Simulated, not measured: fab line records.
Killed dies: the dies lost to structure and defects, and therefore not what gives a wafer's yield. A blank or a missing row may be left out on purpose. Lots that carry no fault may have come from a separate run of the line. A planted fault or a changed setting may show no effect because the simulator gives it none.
2 desks looking at one fault | flow gf180mcu | numbers are kept per desk, each desk with only its own; the story behind them comes last

## THE TOOL OWNER'S DESK: litho-track-02
At GF_LVPWELL_DEHYDRATE_00 (time 60 s), the tool's own readings, given per lot that ran on this tool as the mean of the sampled wafers with a number. If a lot's mean is further than 4 standard deviations from the usual mean, the lot is out of limits and carries the mark OUT (the distance appears in the brackets).
Columns: A = exhaust-pa at GF_LVPWELL_DEHYDRATE_00, usual 45.2 Pa; B = heater-power-total-W at GF_LVPWELL_DEHYDRATE_00, usual 160.37 W; C = run-length-s at GF_LVPWELL_DEHYDRATE_00, usual 89.23 s
lot  | first seen here | A    | B                | C
L360 | day 3 22:47     | 45.3 | 160.36           | 89.41
L362 | day 4 07:23     | 45.2 | 160.35           | 89.25
L366 | day 5 06:44     | 45.8 | 160.38           | 89.29
L372 | day 6 07:35     | 45.2 | 160.38           | 89.27
L377 | day 7 14:17     | 43.4 | 161.76 (+13) OUT | 87.46 (-8.8) OUT
L381 | day 8 09:50     | 46.4 | 161.65 (+12) OUT | 87.42 (-9.0) OUT
This desk's verdict: out of limits on L377, L381, starting with L377 at day 7 14:17 (heater-power-total-W at GF_LVPWELL_DEHYDRATE_00). L360, L362, L366, L372 stayed within limits.

## AT THE METROLOGY DESK
Lot by lot, what the gauges showed, no matter which tool ran the lot: averages of those sampled wafers that carry a number. If a lot's mean is further than 4 standard deviations from the usual mean, the lot is out of limits and carries the mark OUT (the distance appears in the brackets).
Columns: A = STI_CVD_23_THK at GF_STI_THK_MEAS_24, usual 649 nm; B = POLY_GATE_CVD_00_THK at GF_POLY_GATE_THK_MEAS_01, usual 201.4 nm
lot  | first seen here | A   | B
L360 | day 2 06:38     | 651 | 201.0
L361 | day 2 19:16     | 656 | 202.0
L362 | day 2 19:18     | 647 | 203.5
L363 | day 2 23:02     | 648 | 202.8
L364 | day 3 04:05     | 645 | 201.5
L367 | day 3 17:02     | 644 | 200.4
L366 | day 3 17:06     | 669 | 201.4
L369 | day 4 02:17     | 652 | 200.1
L371 | day 4 12:01     | 655 | 201.2
L372 | day 4 17:11     | 640 | 201.3
L374 | day 5 04:19     | 647 | 200.2
L377 | day 5 21:48     | 644 | 202.4
L381 | day 6 16:22     | 648 | 203.0
L382 | day 6 21:13     | 655 | 198.4
Result from this desk: across the 14 lots, nothing is out of limits.

## TAKEN TOGETHER
An alarm could have come from the tool owner's desk at day 7 14:17, on L377, L381.
Metrology desk: nothing out of limits seen.
The metrology desk holds a record of L377, L381, inside its limits.
GF_LVPWELL_DEHYDRATE_00 was run on litho-track-02 by each of the lots named.

## WHAT THE SIMULATOR PUT IN
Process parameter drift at GF_LVPWELL_DEHYDRATE_00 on litho-track-02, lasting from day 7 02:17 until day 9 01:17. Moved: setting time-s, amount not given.
Lots struck among those shown: L377, L381.
Each desk's first reading out of limits, in hours after the fault started: the tool owner's desk, 12.
